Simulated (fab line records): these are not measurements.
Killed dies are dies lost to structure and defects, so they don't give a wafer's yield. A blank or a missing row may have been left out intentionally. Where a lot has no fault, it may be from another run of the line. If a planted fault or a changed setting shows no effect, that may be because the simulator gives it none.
A lot that was struck, set against a sound lot -- flow gf180mcu -- 14 steps out of a route of 602
Sound: wafers L290.3, L290.4, L290.6. Wafers L289.2, L289.3, L289.6 were the ones struck. Last of all comes the cause.
At each step with rows: each side's tool, then ch and its chambers, then its first start. Under that, the readings that differ: sound wafers -- struck wafers -- difference of the means -- sigmas: that difference in standard deviations of wafers without a fault.
alike: a reading whose means differ by less than 2 such deviations, as well as words and numbers matching on both sides. not compared: withheld readings; readings where some wafer has no value; bounds like >300 that might hide an equal value; numbers whose values overlap and for which the record gives no deviation.
A row with sigmas, a row that says differs or no value, or rows on one side alone: a step with any of these is where the two part. Non-overlapping numbers with no deviation appear without sigmas and do not part them. Lack of a reading on every wafer of one side parts them only where that side has two or more wafers.

first, 1 step without rows for these wafers: GF_V2_CVD_00 (deposits SiO2, target thk 600 nm, time 100 s).
GF_V2_THK_MEAS_01:
  sound on film metro-02 at day 23 14:07; struck on film metro-01 at day 23 01:16
  alike: V2_CVD_00_THK
GF_V2_CVD_02: deposits SiO2 from TEOS, target thk 850 nm, time 94.851 s.
  sound on pecvd-01 ch 1,2, day 23 14:12; struck on pecvd-01 ch 0,2, day 23 01:19
  alike: heater power w
GF_V2_THK_MEAS_03:
  sound on film metro-02 at day 23 14:17; struck on film metro-02 at day 23 01:23
  alike: V2_CVD_02_THK
GF_V2_CMP_04: polishes SiO2.
  sound on cmp-01 ch 0,1,2, day 23 14:20; struck on cmp-01 ch 0,3, day 23 01:26
  alike: motor current A, time to endpoint s
GF_V2_BOW_MEAS_05:
  sound on film metro-01 at day 23 14:40; struck on film metro-02 at day 23 01:46
reading,sound,struck,difference,sigmas
V2_BOW (um),89 74 85,108 105 110,+25,+3
then, 6 steps without rows for these wafers: GF_V2_DEHYDRATE_06 (time 60 s); GF_V2_HMDS_07 (prime time 60 s); GF_V2_COAT_08; GF_V2_COAT_09 (resist thk 1000 nm); GF_V2_SOFTBAKE_10 (time 60 s); GF_V2_EXPOSE_11 (exposes mask Via2, target cd 260 nm).
GF_V2_PEB_12: peb time 90 s.
  struck on litho track-02, day 23 23:57; sound on litho track-01 ch 0, day 24 11:54
  no value came back on the struck wafers for chill plate temp C (C), exhaust pa (Pa); on the sound wafers chill plate temp C (C) reads 22.88 22.92 23.06
then, 1 step without rows for these wafers: GF_V2_DEVELOP_13 (develop time 60 s).

WHERE THEY PART
Earliest at GF_V2_BOW_MEAS_05; latest, in this record, at GF_V2_PEB_12.

WHY: what the simulator had put in
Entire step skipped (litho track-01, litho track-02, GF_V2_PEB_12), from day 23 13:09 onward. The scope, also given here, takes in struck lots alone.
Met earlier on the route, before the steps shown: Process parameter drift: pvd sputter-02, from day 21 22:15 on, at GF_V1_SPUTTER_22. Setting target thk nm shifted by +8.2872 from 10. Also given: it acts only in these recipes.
